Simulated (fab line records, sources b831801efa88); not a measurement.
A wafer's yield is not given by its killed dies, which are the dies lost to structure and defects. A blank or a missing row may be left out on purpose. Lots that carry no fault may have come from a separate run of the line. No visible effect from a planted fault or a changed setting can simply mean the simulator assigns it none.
fab line records -- flow sky130
record lots=12, wafers=36, last-day=50
route steps=708 shown VIA2@523 VIA4@659 METAL5@665 PAD_OPEN@708
lots untouched by any fault: they come from a run of this same line in which no faults occurred
start-h: hours from the record's opening day to when the first of the lot's shown wafers began -- wait-h: how many hours have passed since the lot's step before this one -- " same as the row above -- L1.1+2: one row covering several wafers at once -- - value missing, or start not given -- * or withheld: withheld -- < > ~ a bound
route shown NAME@n: a module of which the file shows steps, and the number in the route of the first -- usual: average and standard deviation across the fault-free wafers -- same: alike in all rows -- chamber/n: place in a boat -- sites: each site's reading -- _std_site: the values' standard deviation -- _edge_site: mean of outer sites minus mean of inner sites -- radius-mm: how far each site lies from the wafer's centre -- mask NAME#n: copy n -- behind: the tool/chamber that last shaped the wafer -- hold: why the lot was held/for how many hours/how that ended -- device: which transistor (n, p or np) failed to switch -- end of line: the same wafers' tests at the end of the route -- a step with no rows: only its recipe -- killed: dies lost to structure and defects at the first sort, not the wafer's yield -- map: a wafer's dies, x killed, . not, _ none there
set.NAME: the setting as run; set.NAME@STEP: as run at that earlier step -- model.NAME: the simulator's own value behind a step, which no gauge read
one table for each step of the route and one row for each wafer, over a sample of lots
services: from which hour (start-h, from the record's first day; less than 0 if before it) a tool's chamber was out of use, for how many hours, and why
## steps
# step SKY_VIA2_STRIP_16
# recipe chemistry=O2/N2, power-w=1400, pressure-mtorr=1500, platen-temp-c=withheld, o2-flow-sccm=3000, n2-flow-sccm=300, overash-fraction=0.5
# usual drypump-motor-current-A=5.5/0.34, oes-product-au=0.398/0.0045, strip-time-to-endpoint-s=4.045/0.023
lot.wafer,tool,chamber,start-h,wait-h,drypump-motor-current-A,oes-product-au,rf-hours-counter-h,strip-time-to-endpoint-s
L633.1,plasma-asher-01,0,845.48,0.0,5.1,0.394,71,4.089
L633.2,plasma-asher-01,1,845.48,0.0,5.6,0.398,71,4.067
L633.5,plasma-asher-01,1,845.48,0.0,5.6,0.399,-,4.020
L634.2,plasma-asher-01,1,850.33,0.0,5.6,0.397,71,4.048
L634.3,plasma-asher-01,1,850.33,0.0,5.6,0.394,-,4.043
L634.6,plasma-asher-01,1,850.33,0.0,5.6,0.402,-,4.062
L636.2,plasma-asher-01,1,876.39,0.0,5.6,0.400,74,4.078
L636.3,plasma-asher-01,1,876.39,0.0,5.6,0.396,-,4.045
L636.5,plasma-asher-01,1,876.39,0.0,5.6,0.393,-,4.060
L637.1,plasma-asher-01,1,881.79,0.0,5.6,0.405,74,4.008
L637.4,plasma-asher-01,1,881.79,0.0,5.7,0.402,-,4.050
L637.6,plasma-asher-01,1,881.79,0.0,5.7,0.396,-,4.038
L638.2,plasma-asher-01,0,889.73,0.0,5.1,0.399,75,4.031
L638.4,plasma-asher-01,0,889.73,0.0,5.1,0.397,-,4.038
L638.6,plasma-asher-01,0,889.73,0.0,5.1,0.399,-,4.046
L639.3,plasma-asher-04,1,900.03,0.1,5.8,0.397,-,4.037
L639.4,plasma-asher-04,0,900.03,0.1,5.4,0.399,-,3.999
L639.5,plasma-asher-04,0,900.03,0.1,5.4,0.406,-,4.088
L640.1,plasma-asher-01,1,905.23,0.0,5.6,0.395,77,4.062
L640.2,plasma-asher-01,0,905.23,0.0,5.1,0.408,77,4.097
L640.3,plasma-asher-01,0,905.23,0.0,5.0,0.398,-,4.060
L645.1,plasma-asher-01,1,936.95,0.0,5.6,0.391,80,4.052
L645.2,plasma-asher-01,0,936.95,0.0,5.1,0.396,80,4.065
L645.5,plasma-asher-01,1,936.95,0.0,5.6,0.405,-,4.011
L646.2,plasma-asher-01,0,944.03,0.0,5.1,0.395,81,4.034
L646.3,plasma-asher-01,0,944.03,0.0,5.1,0.399,-,4.038
L646.5,plasma-asher-01,1,944.03,0.0,5.6,0.398,-,4.043
L653.1,plasma-asher-04,0,993.80,0.0,5.4,0.400,60,4.056
L653.3,plasma-asher-04,0,993.80,0.0,5.4,0.392,-,3.996
L653.5,plasma-asher-04,0,993.80,0.0,5.4,0.390,-,4.057
L655.2,plasma-asher-04,0,1004.18,0.0,5.5,0.403,62,4.077
L655.3,plasma-asher-04,1,1004.18,0.0,5.8,0.403,-,4.027
L655.4,plasma-asher-04,0,1004.18,0.0,5.5,0.401,-,4.043
L656.1,plasma-asher-04,1,1007.58,0.0,5.8,0.405,62,4.012
L656.3,plasma-asher-04,0,1007.58,0.0,5.4,0.396,-,3.998
L656.4,plasma-asher-04,1,1007.58,0.0,5.8,0.392,-,4.012
# step SKY_VIA4_THK_MEAS_20
# recipe thk-meas-gauge=xrf, reads=W_of_VIA4_CVD_18
# usual VIA4_W_THK=532/7.7
lot.wafer,tool,chamber,start-h,wait-h,VIA4_W_THK[nm]
L633.1,film-metro-04,-,1002.61,0.1,530
L633.2,film-metro-04,-,1002.61,0.1,528
L633.5,film-metro-04,-,1002.61,0.1,534
L634.2,film-metro-01,-,1005.71,0.1,522
L634.3,film-metro-01,-,1005.71,0.1,520
L634.6,film-metro-01,-,1005.71,0.1,529
L636.2,film-metro-02,-,1028.52,0.1,524
L636.3,film-metro-02,-,1028.52,0.1,528
L636.5,film-metro-02,-,1028.52,0.1,523
L637.1,film-metro-02,-,1033.37,0.1,540
L637.4,film-metro-02,-,1033.37,0.1,545
L637.6,film-metro-02,-,1033.37,0.1,539
L638.2,film-metro-04,-,1040.10,0.1,527
L638.4,film-metro-04,-,1040.10,0.1,528
L638.6,film-metro-04,-,1040.10,0.1,536
L639.3,film-metro-02,-,1051.64,0.1,535
L639.4,film-metro-02,-,1051.64,0.1,540
L639.5,film-metro-02,-,1051.64,0.1,536
L640.1,film-metro-01,-,1054.71,0.1,534
L640.2,film-metro-01,-,1054.71,0.1,528
L640.3,film-metro-01,-,1054.71,0.1,528
L645.1,film-metro-02,-,1082.36,0.1,544
L645.2,film-metro-02,-,1082.36,0.1,543
L645.5,film-metro-02,-,1082.36,0.1,541
L646.2,film-metro-04,-,1088.92,0.1,524
L646.3,film-metro-04,-,1088.92,0.1,532
L646.5,film-metro-04,-,1088.92,0.1,526
L653.1,film-metro-01,-,1130.16,0.1,516
L653.3,film-metro-01,-,1130.16,0.1,517
L653.5,film-metro-01,-,1130.16,0.1,524
L655.2,film-metro-04,-,1139.72,0.1,546
L655.3,film-metro-04,-,1139.72,0.1,544
L655.4,film-metro-04,-,1139.72,0.1,540
L656.1,film-metro-02,-,1143.06,0.1,531
L656.3,film-metro-02,-,1143.06,0.1,526
L656.4,film-metro-02,-,1143.06,0.1,525
# step SKY_METAL5_SPUTTER_04
# recipe material=TiN, target-thk-nm=70, power-w=6500, time-s=58.3, chamber-pressure-pa=0.4
# usual throttle-valve-pct=30.0/1.3
lot.wafer,tool,chamber,start-h,wait-h,throttle-valve-pct
L633.1,pvd-sputter-03,-,1003.09,0.0,27.6
L633.2,pvd-sputter-03,-,1003.09,0.0,30.3
L633.5,pvd-sputter-03,-,1003.09,0.0,30.1
L634.2,pvd-sputter-02,-,1006.18,0.0,27.7
L634.3,pvd-sputter-02,-,1006.18,0.0,29.9
L634.6,pvd-sputter-02,-,1006.18,0.0,30.1
L636.2,pvd-sputter-03,-,1029.13,0.0,27.3
L636.3,pvd-sputter-03,-,1029.13,0.0,31.4
L636.5,pvd-sputter-03,-,1029.13,0.0,29.2
L637.1,pvd-sputter-02,-,1033.89,0.0,30.1
L637.4,pvd-sputter-02,-,1033.89,0.0,29.5
L637.6,pvd-sputter-02,-,1033.89,0.0,28.0
L638.2,pvd-sputter-01,-,1040.57,0.0,30.4
L638.4,pvd-sputter-01,-,1040.57,0.0,30.6
L638.6,pvd-sputter-01,-,1040.57,0.0,30.1
L639.3,pvd-sputter-01,-,1052.10,0.0,31.0
L639.4,pvd-sputter-01,-,1052.10,0.0,31.0
L639.5,pvd-sputter-01,-,1052.10,0.0,31.2
L640.1,pvd-sputter-03,-,1055.32,0.0,27.3
L640.2,pvd-sputter-03,-,1055.32,0.0,29.5
L640.3,pvd-sputter-03,-,1055.32,0.0,31.5
L645.1,pvd-sputter-02,-,1082.84,0.0,31.6
L645.2,pvd-sputter-02,-,1082.84,0.0,29.7
L645.5,pvd-sputter-02,-,1082.84,0.0,30.1
L646.2,pvd-sputter-03,-,1089.41,0.0,27.3
L646.3,pvd-sputter-03,-,1089.41,0.0,31.4
L646.5,pvd-sputter-03,-,1089.41,0.0,31.4
L653.1,pvd-sputter-02,-,1130.64,0.0,28.1
L653.3,pvd-sputter-02,-,1130.64,0.0,31.3
L653.5,pvd-sputter-02,-,1130.64,0.0,29.6
L655.2,pvd-sputter-01,-,1140.27,0.0,30.8
L655.3,pvd-sputter-01,-,1140.27,0.0,30.4
L655.4,pvd-sputter-01,-,1140.27,0.0,31.0
L656.1,pvd-sputter-01,-,1143.53,0.0,30.5
L656.3,pvd-sputter-01,-,1143.53,0.0,31.0
L656.4,pvd-sputter-01,-,1143.53,0.0,30.5
# step SKY_METAL5_STRIP_16
# recipe chemistry=O2/N2, power-w=1400, pressure-mtorr=1500, platen-temp-c=withheld, o2-flow-sccm=3000, n2-flow-sccm=300, overash-fraction=0.5
# usual drypump-motor-current-A=5.8/0.36, oes-product-au=0.710/0.0046, strip-time-to-endpoint-s=13.27/0.1
lot.wafer,tool,chamber,start-h,wait-h,drypump-motor-current-A,oes-product-au,rf-hours-counter-h,strip-time-to-endpoint-s
L633.1,plasma-asher-04,0,1026.20,0.2,5.5,0.710,65,13.35
L633.2,plasma-asher-04,1,1026.20,0.2,5.8,0.702,65,13.30
L633.5,plasma-asher-04,0,1026.20,0.2,5.5,0.704,-,13.27
L634.2,plasma-asher-03,0,1029.19,0.2,6.3,0.720,29,13.18
L634.3,plasma-asher-03,0,1029.19,0.2,6.3,0.719,-,13.14
L634.6,plasma-asher-03,1,1029.19,0.2,5.4,0.713,-,13.20
L636.2,plasma-asher-04,1,1051.29,0.2,5.8,0.715,68,13.42
L636.3,plasma-asher-04,0,1051.29,0.2,5.5,0.702,-,13.29
L636.5,plasma-asher-04,0,1051.29,0.2,5.4,0.716,-,13.43
L637.1,plasma-asher-04,0,1056.55,0.2,5.4,0.708,68,13.25
L637.4,plasma-asher-04,1,1056.55,0.2,5.8,0.709,-,13.09
L637.6,plasma-asher-04,1,1056.55,0.2,5.8,0.707,-,13.16
L638.2,plasma-asher-04,1,1062.44,0.2,5.7,0.710,69,13.19
L638.4,plasma-asher-04,1,1062.44,0.2,5.7,0.714,-,13.17
L638.6,plasma-asher-04,0,1062.44,0.2,5.4,0.709,-,13.23
L639.3,plasma-asher-04,1,1073.68,0.1,5.8,0.711,-,13.25
L639.4,plasma-asher-04,0,1073.68,0.1,5.4,0.700,-,13.41
L639.5,plasma-asher-04,1,1073.68,0.1,5.8,0.713,-,13.41
L640.1,plasma-asher-04,0,1076.50,0.2,5.5,0.709,70,13.44
L640.2,plasma-asher-04,1,1076.50,0.2,5.8,0.710,70,13.23
L640.3,plasma-asher-04,1,1076.50,0.2,5.7,0.702,-,13.23
L645.1,plasma-asher-04,1,1103.50,0.2,5.8,0.708,73,13.42
L645.2,plasma-asher-04,0,1103.50,0.2,5.5,0.713,73,13.21
L645.5,plasma-asher-04,0,1103.50,0.2,5.4,0.712,-,13.28
L646.2,plasma-asher-04,0,1110.04,0.2,5.4,0.705,74,13.04
L646.3,plasma-asher-04,0,1110.04,0.2,5.5,0.715,-,13.14
L646.5,plasma-asher-04,1,1110.04,0.2,5.7,0.711,-,13.10
L653.1,plasma-asher-04,1,1149.28,0.2,5.7,0.713,77,13.30
L653.3,plasma-asher-04,1,1149.28,0.2,5.8,0.712,-,13.29
L653.5,plasma-asher-04,0,1149.28,0.2,5.4,0.716,-,13.30
L655.2,plasma-asher-02,1,1158.91,0.3,5.8,0.712,10,13.20
L655.3,plasma-asher-02,1,1158.91,0.3,5.8,0.701,-,13.33
L655.4,plasma-asher-02,0,1158.91,0.3,6.4,0.714,-,13.26
L656.1,plasma-asher-03,1,1161.40,0.2,5.4,0.707,42,13.26
L656.3,plasma-asher-03,1,1161.40,0.2,5.4,0.712,-,13.24
L656.4,plasma-asher-03,0,1161.40,0.2,6.3,0.708,-,13.32
# step SKY_PAD_OPEN_PROBE_99
# usual defect-limited-yield=82.4/1.8, killed_at_M0_to_M3=44/7, killed_at_M4_up=3.0/1.8, killed-at-contacts=24/4.9, killed-at-front-end=15/5, killed-at-other=0.2/0.53, killed-dies=87/8.7, killed-on-rim=17/4, killed-open=48/6.8, killed-short=39/5.7, sort_bin_3_pad_short=0.9/0.42, sort_bin_5_function=10.4/1.5, sort_bin_6_memory=6.3/1.1, sort-n-pass=405/8.7, sort-yield-pct=82.4/1.8
# same gross-dies=492, killed-at-back-side=0, sort_bin_4_leakage[%]=0, sort_bin_8_speed[%]=0
lot.wafer,tool,chamber,start-h,wait-h,defect-limited-yield[%],killed_at_M0_to_M3,killed_at_M4_up,killed-at-contacts,killed-at-front-end,killed-at-other,killed-dies,killed-on-rim,killed-open,killed-short,sort_bin_3_pad_short[%],sort_bin_5_function[%],sort_bin_6_memory[%],sort-n-pass,sort-yield-pct[%]
L633.1,prober-01,-,1073.20,0.1,82.1,42,2,31,12,1,88,16,51,37,1.6,9.6,6.7,404,82.1
L633.2,prober-01,-,1073.25,0.1,83.9,34,5,23,17,0,79,12,47,32,0.6,10.0,5.5,413,83.9
L633.5,prober-01,-,1073.40,0.2,83.9,42,1,24,12,0,79,12,41,38,1.0,9.8,5.3,413,83.9
L634.2,prober-02,-,1075.60,0.1,79.7,42,7,29,22,0,100,18,51,49,1.4,11.0,7.9,392,79.7
L634.3,prober-02,-,1075.65,0.2,79.1,46,5,28,24,0,103,17,53,50,1.0,11.6,8.3,389,79.1
L634.6,prober-02,-,1075.80,0.2,84.1,36,2,26,14,0,78,14,39,39,1.6,8.3,5.9,414,84.1
L637.1,prober-01,-,1101.36,0.1,85.8,41,3,16,10,0,70,14,34,36,0.6,8.5,5.1,422,85.8
L637.4,prober-01,-,1101.51,0.2,83.1,47,7,21,8,0,83,20,35,48,1.8,8.9,6.1,409,83.1
L637.6,prober-01,-,1101.61,0.2,82.1,49,1,24,13,1,88,14,54,34,0.4,12.4,5.1,404,82.1
L638.2,prober-02,-,1107.02,0.1,83.7,39,2,27,12,0,80,11,41,39,1.4,8.9,5.9,412,83.7
L638.4,prober-02,-,1107.12,0.2,85.0,47,3,16,8,0,74,17,41,33,0.6,8.7,5.7,418,85.0
L638.6,prober-02,-,1107.22,0.2,80.9,37,1,24,32,0,94,18,60,34,1.0,11.0,7.1,398,80.9
L640.1,prober-02,-,1120.60,0.1,80.3,52,2,27,16,0,97,17,51,46,0.4,11.0,8.3,395,80.3
L640.2,prober-02,-,1120.65,0.1,82.5,47,4,16,19,0,86,14,52,34,0.4,10.4,6.7,406,82.5
L640.3,prober-02,-,1120.70,0.2,81.5,45,1,20,25,0,91,23,44,47,1.4,11.4,5.7,401,81.5
L645.1,prober-02,-,1144.97,0.1,77.8,72,0,25,12,0,109,28,45,38,3.0,12.8,6.3,383,77.8
L645.2,prober-02,-,1145.02,0.1,86.4,35,4,18,10,0,67,13,33,34,0.6,9.8,3.3,425,86.4
L645.5,prober-02,-,1145.17,0.2,77.6,63,3,25,18,1,110,28,51,33,2.8,14.2,5.3,382,77.6
L646.2,prober-02,-,1150.62,0.1,81.3,51,6,19,16,0,92,17,48,44,0.8,10.4,7.5,400,81.3
L646.3,prober-02,-,1150.67,0.2,82.3,42,4,23,16,2,87,13,47,40,0.8,9.6,7.3,405,82.3
L646.5,prober-02,-,1150.77,0.2,78.0,73,0,24,10,1,108,26,41,42,3.0,11.8,7.1,384,78.0
L653.1,prober-01,-,1186.01,0.1,83.7,44,4,23,9,0,80,17,49,31,0.8,10.4,5.1,412,83.7
L653.3,prober-01,-,1186.11,0.2,82.3,41,0,33,13,0,87,17,45,42,0.8,11.8,5.1,405,82.3
L653.5,prober-01,-,1186.21,0.2,81.9,59,0,17,12,1,89,19,54,35,1.2,11.6,5.3,403,81.9
# killed by level:class
L633.1 LI_CONTACT:geometric-particle:open=10 CONTACT:geometric-particle:open=8 VIA1:geometric-particle:open=8 VIA3:geometric-particle:open=8 FIELD_ISO:geometric-particle:open=7 CONTACT:geometric-particle:short=7 VIA2:geometric-particle:open=6 VIA1:geometric-particle:short=4
L633.2 FIELD_ISO:geometric-particle:short=8 LI_CONTACT:geometric-particle:open=8 VIA1:geometric-particle:open=8 VIA3:geometric-particle:open=8 CONTACT:geometric-particle:open=7 METAL2:geometric-particle:short=6 VIA2:geometric-particle:short=3 LOCAL_INTERCONNECT:geometric-particle:open=3
L633.5 CONTACT:geometric-particle:open=7 VIA1:geometric-particle:open=7 VIA3:geometric-particle:open=6 METAL1:geometric-particle:short=6 LI_CONTACT:geometric-particle:short=5 LI_CONTACT:geometric-particle:open=4 LOCAL_INTERCONNECT:geometric-particle:short=4 METAL2:geometric-particle:open=4
L634.2 VIA1:geometric-particle:open=12 CONTACT:geometric-particle:open=9 POLY_GATE:geometric-particle:short=7 LI_CONTACT:geometric-particle:open=6 VIA2:geometric-particle:open=6 LOCAL_INTERCONNECT:geometric-particle:short=5 CONTACT:geometric-particle:short=5 VIA1:geometric-particle:short=5
L634.3 CONTACT:geometric-particle:open=13 VIA1:geometric-particle:open=10 VIA2:geometric-particle:open=7 FIELD_ISO:geometric-particle:open=6 POLY_GATE:geometric-particle:short=6 CONTACT:geometric-particle:short=6 METAL1:geometric-particle:short=6 VIA1:geometric-particle:short=6
L634.6 LI_CONTACT:geometric-particle:open=8 CONTACT:geometric-particle:open=8 VIA1:geometric-particle:open=7 FIELD_ISO:geometric-particle:short=6 VIA1:geometric-particle:short=5 VIA2:geometric-particle:open=5 VIA2:geometric-particle:short=5 LI_CONTACT:geometric-particle:short=4
L637.1 VIA1:geometric-particle:open=11 METAL1:geometric-particle:short=6 LI_CONTACT:geometric-particle:open=5 METAL3:geometric-particle:short=5 VIA2:geometric-particle:open=5 FIELD_ISO:geometric-particle:short=3 LOCAL_INTERCONNECT:geometric-particle:short=3 CONTACT:geometric-particle:open=3
L637.4 VIA1:geometric-particle:open=8 METAL4:geometric-particle:short=7 VIA2:geometric-particle:open=6 LI_CONTACT:geometric-particle:open=5 LOCAL_INTERCONNECT:geometric-particle:short=5 CONTACT:geometric-particle:open=5 METAL1:geometric-particle:short=5 VIA1:geometric-particle:short=5
L637.6 VIA1:geometric-particle:open=18 LI_CONTACT:geometric-particle:open=9 CONTACT:geometric-particle:open=9 VIA2:geometric-particle:open=7 METAL2:geometric-particle:short=5 POLY_GATE:geometric-particle:short=4 VIA1:geometric-particle:short=4 VIA3:geometric-particle:short=4
L638.2 VIA1:geometric-particle:open=10 CONTACT:geometric-particle:short=9 CONTACT:geometric-particle:open=6 VIA2:geometric-particle:open=5 VIA3:geometric-particle:open=5 POLY_GATE:geometric-particle:open=4 POLY_GATE:geometric-particle:short=4 LI_CONTACT:geometric-particle:open=4
L638.4 VIA2:geometric-particle:open=10 VIA1:geometric-particle:open=9 VIA1:geometric-particle:short=8 CONTACT:geometric-particle:open=7 METAL1:geometric-particle:short=6 VIA3:geometric-particle:open=5 LI_CONTACT:geometric-particle:open=4 CONTACT:geometric-particle:short=3
L638.6 VIA1:geometric-particle:open=12 VIA2:geometric-particle:open=9 POLY_GATE:geometric-particle:open=8 LI_CONTACT:geometric-particle:open=7 FIELD_ISO:geometric-particle:short=5 FIELD_ISO:geometric-particle:open=5 POLY_GATE:geometric-particle:short=5 CONTACT:geometric-particle:short=5
L640.1 VIA1:geometric-particle:open=13 LI_CONTACT:geometric-particle:open=11 METAL1:geometric-particle:short=10 CONTACT:geometric-particle:open=7 LOCAL_INTERCONNECT:geometric-particle:short=6 VIA2:geometric-particle:open=5 METAL2:geometric-particle:short=5 METAL3:geometric-particle:short=5
L640.2 VIA1:geometric-particle:open=12 VIA3:geometric-particle:short=7 VIA2:geometric-particle:open=7 LI_CONTACT:geometric-particle:open=6 FIELD_ISO:geometric-particle:open=5 POLY_GATE:geometric-particle:open=5 METAL2:geometric-particle:short=5 VIA3:geometric-particle:open=5
L640.3 METAL1:geometric-particle:short=8 VIA1:geometric-particle:open=8 VIA3:geometric-particle:short=6 VIA3:geometric-particle:open=6 POLY_GATE:geometric-particle:short=5 CONTACT:geometric-particle:open=5 CONTACT:geometric-particle:short=5 METAL2:geometric-particle:short=5
L645.1 VIA2:unspecified=26 VIA1:geometric-particle:open=10 CONTACT:geometric-particle:open=8 CONTACT:geometric-particle:short=7 VIA1:geometric-particle:short=7 VIA2:geometric-particle:open=7 LI_CONTACT:geometric-particle:open=5 VIA3:geometric-particle:open=5
L645.2 VIA3:geometric-particle:open=8 VIA1:geometric-particle:open=5 LI_CONTACT:geometric-particle:open=5 CONTACT:geometric-particle:open=5 METAL1:geometric-particle:short=5 CONTACT:geometric-particle:short=4 METAL2:geometric-particle:short=4 VIA2:geometric-particle:open=4
L645.5 VIA2:unspecified=26 CONTACT:geometric-particle:open=12 VIA1:geometric-particle:open=7 VIA2:geometric-particle:open=7 METAL2:geometric-particle:short=6 CONTACT:geometric-particle:short=5 VIA3:geometric-particle:open=5 FIELD_ISO:geometric-particle:open=4
L646.2 VIA1:geometric-particle:open=11 METAL1:geometric-particle:short=7 METAL2:geometric-particle:short=7 VIA3:geometric-particle:open=7 FIELD_ISO:geometric-particle:short=6 LI_CONTACT:geometric-particle:open=6 CONTACT:geometric-particle:open=6 FIELD_ISO:geometric-particle:open=5
L646.3 VIA1:geometric-particle:open=13 LI_CONTACT:geometric-particle:open=6 CONTACT:geometric-particle:open=6 CONTACT:geometric-particle:short=5 METAL1:geometric-particle:short=5 VIA2:geometric-particle:short=5 POLY_GATE:geometric-particle:open=4 VIA1:geometric-particle:short=4
L646.5 VIA2:unspecified=25 VIA3:geometric-particle:open=10 LI_CONTACT:geometric-particle:open=8 VIA1:geometric-particle:open=8 CONTACT:geometric-particle:short=6 VIA1:geometric-particle:short=6 LOCAL_INTERCONNECT:geometric-particle:short=5 METAL3:geometric-particle:short=5
L653.1 VIA3:geometric-particle:open=9 LI_CONTACT:geometric-particle:open=8 CONTACT:geometric-particle:open=8 VIA1:geometric-particle:open=7 VIA1:geometric-particle:short=6 METAL2:geometric-particle:short=5 VIA2:geometric-particle:open=5 FIELD_ISO:geometric-particle:open=3
L653.3 CONTACT:geometric-particle:open=13 VIA1:geometric-particle:open=10 LI_CONTACT:geometric-particle:open=8 LOCAL_INTERCONNECT:geometric-particle:short=5 METAL1:geometric-particle:short=5 METAL2:geometric-particle:short=5 VIA3:geometric-particle:open=5 POLY_GATE:geometric-particle:short=4
L653.5 VIA1:geometric-particle:open=15 VIA3:geometric-particle:open=12 CONTACT:geometric-particle:open=9 METAL1:geometric-particle:short=8 VIA2:geometric-particle:open=5 FIELD_ISO:geometric-particle:short=4 METAL2:geometric-particle:open=4 POLY_GATE:geometric-particle:open=3
## services
tool,chamber,start-h,hours,kind
plasma-asher-02,-,836.99,0.7,repair
pvd-sputter-02,2,851.75,-,consumable-replace:kit
pvd-sputter-02,2,851.75,18.0,scheduled-down
plasma-asher-03,-,873.21,4.2,repair
pvd-sputter-02,-,879.73,4.7,repair
pvd-sputter-02,-,883.68,1.9,repair
pvd-sputter-02,-,886.52,8.0,repair
pvd-sputter-03,-,889.19,1.2,repair
pvd-sputter-01,-,900.27,2.9,repair
plasma-asher-03,-,916.93,2.8,pm
pvd-sputter-02,-,929.84,1.9,repair
plasma-asher-02,-,947.98,96.4,pm
plasma-asher-03,-,960.39,9.3,repair
pvd-sputter-01,-,978.01,2.5,repair
pvd-sputter-01,-,1004.63,2.2,repair
plasma-asher-02,-,1055.25,9.0,pm
plasma-asher-03,-,1100.84,9.9,repair
pvd-sputter-02,-,1114.82,9.0,repair
plasma-asher-04,-,1119.63,2.8,pm
pvd-sputter-01,-,1129.68,1.3,repair
pvd-sputter-03,-,1133.18,1.0,repair
pvd-sputter-03,-,1140.63,21.2,repair
plasma-asher-04,-,1140.69,4.0,pm
pvd-sputter-01,-,1145.62,0.7,repair
## key
first-sign step=SKY_PAD_OPEN_PROBE_99, reading=sort_bin_3_pad_short, direction=up, sigmas=4.9, usual=0.9, struck=3.0
effect step=SKY_PAD_OPEN_PROBE_99, reading=killed_at_M0_to_M3, direction=up, sigmas=3.6, usual=44, struck=69
met-at SKY_VIA2_STRIP_16
struck-lots L645,L646
struck-wafers L645.1,L645.5,L646.5
not-acting-at SKY_VIA4_THK_MEAS_20,SKY_METAL5_SPUTTER_04,SKY_METAL5_STRIP_16
onset-between 905.23 936.95
fault kind=chamber-particle-source, tool=plasma-asher-01, chamber=1, onset-h=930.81, steps=SKY_VIA2_STRIP_16, rate-per-visit-cm2=2.0913, end-h=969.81
